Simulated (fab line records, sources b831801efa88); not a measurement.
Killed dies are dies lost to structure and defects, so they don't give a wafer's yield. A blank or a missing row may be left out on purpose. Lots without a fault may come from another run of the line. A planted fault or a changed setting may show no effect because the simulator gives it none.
Chamber matching | flow sfq_line | SFQ_TRILAYER_I3_CMP_CMP_082 on cmp-01: 4 sister chambers
The step polishes SiO2. 4 wafers are shown with their chamber, then 7 later ones without.

WAFERS WITH THEIR CHAMBER
wafer  | chamber | motor_current_A (A)
L849.6 | 2       | 9.6
L853.5 | 1       | 12.2
L854.2 | 3       | 9.3
L854.4 | 0       | 10.5

WAFERS WITHOUT THEIR CHAMBER
wafer  | motor_current_A (A)
L854.1 | 9.3
L855.2 | 10.5
L855.3 | 9.4
L855.6 | 11.4
L856.1 | 10.0
L856.3 | 9.9
L856.5 | 9.3

WHICH CHAMBER EACH WENT THROUGH
wafer  | from the rows above          | in truth
L854.1 | can't be placed: 3 or 2      | 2
L855.2 | 0                            | 0
L855.3 | can't be placed: 3 or 2      | 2
L855.6 | can't be placed: 1 or 0      | 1
L856.1 | can't be placed: 2 or 0 or 3 | 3
L856.3 | can't be placed: 2 or 0 or 3 | 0
L856.5 | can't be placed: 3 or 2      | 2
Placed correctly: 1 of 7. Can't be placed from these rows: 6 (the true chamber is among the candidates in 6). Placed wrongly: 0.
How it was worked out, from the rows above alone: a wafer's distance from a chamber is the root of the sum, over the readings, of the square of ((its reading less the chamber's mean) divided by the reading's scatter). The wafer belongs to the nearest chamber; if the next one is less than 2 further off, it can't be placed. A chamber's mean is the mean of its shown wafers. The scatter: with one shown wafer a chamber, the root of the mean of the squares of how far each hidden wafer lies from its nearest shown one.
